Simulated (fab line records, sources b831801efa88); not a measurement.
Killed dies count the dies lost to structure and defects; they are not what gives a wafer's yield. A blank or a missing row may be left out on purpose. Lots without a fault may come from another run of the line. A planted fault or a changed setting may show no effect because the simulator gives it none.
Chamber matching || flow sky130 || SKY_METAL4_ETCH_17 on rieDiel-03: 4 sister chambers
The step etches SiO2 in C4F8/O2/Ar, stops on TiN, time 3.9 s, target depth 15 nm. 8 wafers are shown with their chamber, then 7 later ones without.

## WAFERS PAIRED WITH THEIR CHAMBERS
{"wafer": "L320.1", "chamber": 0, "oesProductAu (a.u.)": 0.747}
{"wafer": "L320.2", "chamber": 3, "oesProductAu (a.u.)": 0.761}
{"wafer": "L320.4", "chamber": 1, "oesProductAu (a.u.)": 0.761}
{"wafer": "L323.1", "chamber": 2, "oesProductAu (a.u.)": 0.750}
{"wafer": "L323.5", "chamber": 3, "oesProductAu (a.u.)": 0.753}
{"wafer": "L323.6", "chamber": 0, "oesProductAu (a.u.)": 0.761}
{"wafer": "L325.4", "chamber": 1, "oesProductAu (a.u.)": 0.759}
{"wafer": "L325.5", "chamber": 2, "oesProductAu (a.u.)": 0.753}

## WAFERS WHOSE CHAMBER IS MISSING
{"wafer": "L325.6", "oesProductAu (a.u.)": 0.744}
{"wafer": "L327.2", "oesProductAu (a.u.)": 0.754}
{"wafer": "L327.3", "oesProductAu (a.u.)": 0.748}
{"wafer": "L327.5", "oesProductAu (a.u.)": 0.758}
{"wafer": "L328.2", "oesProductAu (a.u.)": 0.742}
{"wafer": "L328.3", "oesProductAu (a.u.)": 0.742}
{"wafer": "L328.5", "oesProductAu (a.u.)": 0.756}

## EACH ONE'S CHAMBER
{"wafer": "L325.6", "from the rows above": "can't be placed: 2 or 0 or 3 or 1", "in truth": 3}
{"wafer": "L327.2", "from the rows above": "can't be placed: 0 or 2 or 3 or 1", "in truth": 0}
{"wafer": "L327.3", "from the rows above": "can't be placed: 2 or 0 or 3 or 1", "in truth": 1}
{"wafer": "L327.5", "from the rows above": "can't be placed: 3 or 1 or 0 or 2", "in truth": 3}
{"wafer": "L328.2", "from the rows above": "can't be placed: 2 or 0 or 3 or 1", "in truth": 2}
{"wafer": "L328.3", "from the rows above": "can't be placed: 2 or 0 or 3 or 1", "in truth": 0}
{"wafer": "L328.5", "from the rows above": "can't be placed: 3 or 0 or 1 or 2", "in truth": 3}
Correctly placed: 0 of 7. These rows do not allow placing 7 (true chamber among the candidates in 7). 0 placed wrongly.
How it was worked out, from the rows above alone: a wafer's distance from a chamber is the root of the sum, over the readings, of the square of ((its reading less the chamber's mean) divided by the reading's scatter). The wafer belongs to the nearest chamber; if the next one is less than 2 further off, it can't be placed. The mean given for a chamber averages the wafers shown for that chamber. The scatter: the root of (the sum of the squares of (reading less its chamber's mean) over the shown wafers, divided by (wafers less chambers)).
